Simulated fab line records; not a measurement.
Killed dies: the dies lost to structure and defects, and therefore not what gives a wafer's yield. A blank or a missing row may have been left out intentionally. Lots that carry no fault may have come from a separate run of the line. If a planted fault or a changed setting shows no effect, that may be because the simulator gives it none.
A lot that was struck, set against a sound lot / flow sky130 / 23 steps out of a route of 708
Sound: these wafers, L699.1, L699.5, L699.6. Wafers struck: L706.1, L706.4, L706.5. The cause comes at the end.
Each step with rows lists, per side, the tool, then ch with its chambers, then its first start. Under that, the readings that differ: sound wafers / struck wafers / difference of the means / sigmas: that difference in standard deviations of wafers without a fault.
alike: readings whose means differ by less than 2 such deviations, and words and numbers that are the same on both sides. not compared: withheld readings, readings that some wafer has no value for, bounds like >300 that may hide the same value, and numbers for which the record gives no deviation and whose values overlap.
Wherever a step has rows on one side only, a row that says differs or no value, or a row with sigmas, the two part there. Numbers that don't overlap but have no deviation are shown without sigmas and don't part them. A reading missing from all wafers of one side parts the sides only when that side holds two or more wafers.

first, 2 steps without rows for these wafers: SKY_POLY_GATE_CLEAN_19 (cleans in SC1/SC2, time 150 s); SKY_POLY_GATE_OXIDATION_20 (stabilise 600 s, purge 300 s, target thk 4 nm).
SKY_POLY_GATE_THK_MEAS_21:
  sound on film-metro-02 at day 17 21:34; struck on film-metro-01 at day 20 21:46
  alike: POLY_GATE_OXIDATION_THK
SKY_POLY_GATE_CD_MEAS_22:
  sound on cd-sem-02 at day 17 21:38; struck on cd-sem-01 at day 20 21:49
  alike: cd-nm
then, 7 steps without rows for these wafers: SKY_LDD_N_DEHYDRATE_00 (time 60 s); SKY_LDD_N_HMDS_01 (prime time 60 s); SKY_LDD_N_COAT_02 (resist thk 300 nm); SKY_LDD_N_SOFTBAKE_03 (time 60 s); SKY_LDD_N_EXPOSE_04 (exposes mask NTM, target cd 840 nm); SKY_LDD_N_PEB_05; SKY_LDD_N_DEVELOP_06 (develop time 60 s).
SKY_LDD_N_OVL_MEAS_07:
  sound on overlay-02 at day 19 04:10; struck on overlay-01 at day 22 04:16
  alike: LDD_N_OVL
SKY_LDD_N_IMPLANT_08:
  sound on implanter-03 ch 0, day 19 04:12; struck on implanter-01 ch 0, day 22 04:18
reading=implant-ion-amu; sound=75 75 75; struck=31 31 31; difference=-44; sigmas=
reading=model.implant.rp-nm (nm); sound=16.28 16.28 16.28; struck=26.94 26.94 26.94; difference=+10.66; sigmas=
reading=model.implant.drp-nm (nm); sound=7.212 7.212 7.212; struck=12.97 12.97 12.97; difference=+5.76; sigmas=
then, 7 steps without rows for these wafers: SKY_LDD_N_IMPLANT_09; SKY_LDD_N_IMPLANT_10; SKY_LDD_N_IMPLANT_11; SKY_LDD_N_IMPLANT_12; SKY_LDD_N_IMPLANT_13; SKY_LDD_N_IMPLANT_14; SKY_LDD_N_IMPLANT_15.
SKY_LDD_N_STRIP_16: strips in O2/N2.
  sound on plasma-asher-04 ch 0,1, day 19 05:24; struck on plasma-asher-01 ch 0, day 22 05:30
reading=strip-time-to-endpoint-s (s); sound=4.299 4.311 4.322; struck=4.222 4.223 4.206; difference=-0.094; sigmas=-6
  alike: chamber-pressure-mTorr, drypump-motor-current-A, oes-product-au
  not compared: rf-hours-counter-h
SKY_LDD_N_TW_MEAS_17:
  sound on film-metro-03 at day 19 05:30; struck on film-metro-03 at day 22 05:36
  alike: LDD_N_TW
-- the record jumps here: 27 days lie between the struck wafers' starts before and after (it left off in module LDD_N and takes up again in module PAD_OPEN, whose first step shown is number 708 of the route) --
SKY_PAD_OPEN_PROBE_99:
  sound on prober-02 at day 46 21:44; struck on prober-01 at day 48 21:08
reading=model.etest.tip-n.rs-ohm-sq; sound=445.6 444.4 442; struck=380.1 380.8 382; difference=-63.0; sigmas=
reading=model.etest.nfet_01v8_turned.drive-ua-um; sound=489 482 488.8; struck=573.8 566.8 552.7; difference=+77.8; sigmas=
reading=model.etest.nfet_01v8_lvt.drive-ua-um; sound=562 550.5 550.9; struck=642.1 633.9 621; difference=+77.9; sigmas=
reading=model.etest.nfet_01v8_swapped.drive-ua-um; sound=487.7 481 478.5; struck=557.2 560.5 541.1; difference=+70.5; sigmas=
reading=model.etest.sram-nfet-pass.drive-ua-um; sound=466.2 467.9 477.5; struck=542.6 554.5 540; difference=+75.2; sigmas=
reading=model.etest.nfet_01v8.drive-ua-um; sound=485.2 478.8 475.9; struck=557.1 556.4 539.6; difference=+71.1; sigmas=
reading=model.etest.nfet_01v8.r-on-ohm-um; sound=841.7 868.7 867.4; struck=791.3 794.2 804.2; difference=-62.7; sigmas=
reading=model.etest.res-ndiff.line-ohm-um; sound=762.2 760.1 751.2; struck=729.5 728.5 733.3; difference=-27.4; sigmas=
  alike: killed_at_M0_to_M3, killed_at_M4_up, killed-at-contacts, killed-at-front-end, killed-at-other, killed-dies, killed-open, killed-short

WHERE THEY PART
Only at SKY_LDD_N_STRIP_16, as far as this record shows. Later steps at which nothing parts them and some readings are alike: SKY_LDD_N_TW_MEAS_17, SKY_PAD_OPEN_PROBE_99.

WHY: what had been put in by the simulator
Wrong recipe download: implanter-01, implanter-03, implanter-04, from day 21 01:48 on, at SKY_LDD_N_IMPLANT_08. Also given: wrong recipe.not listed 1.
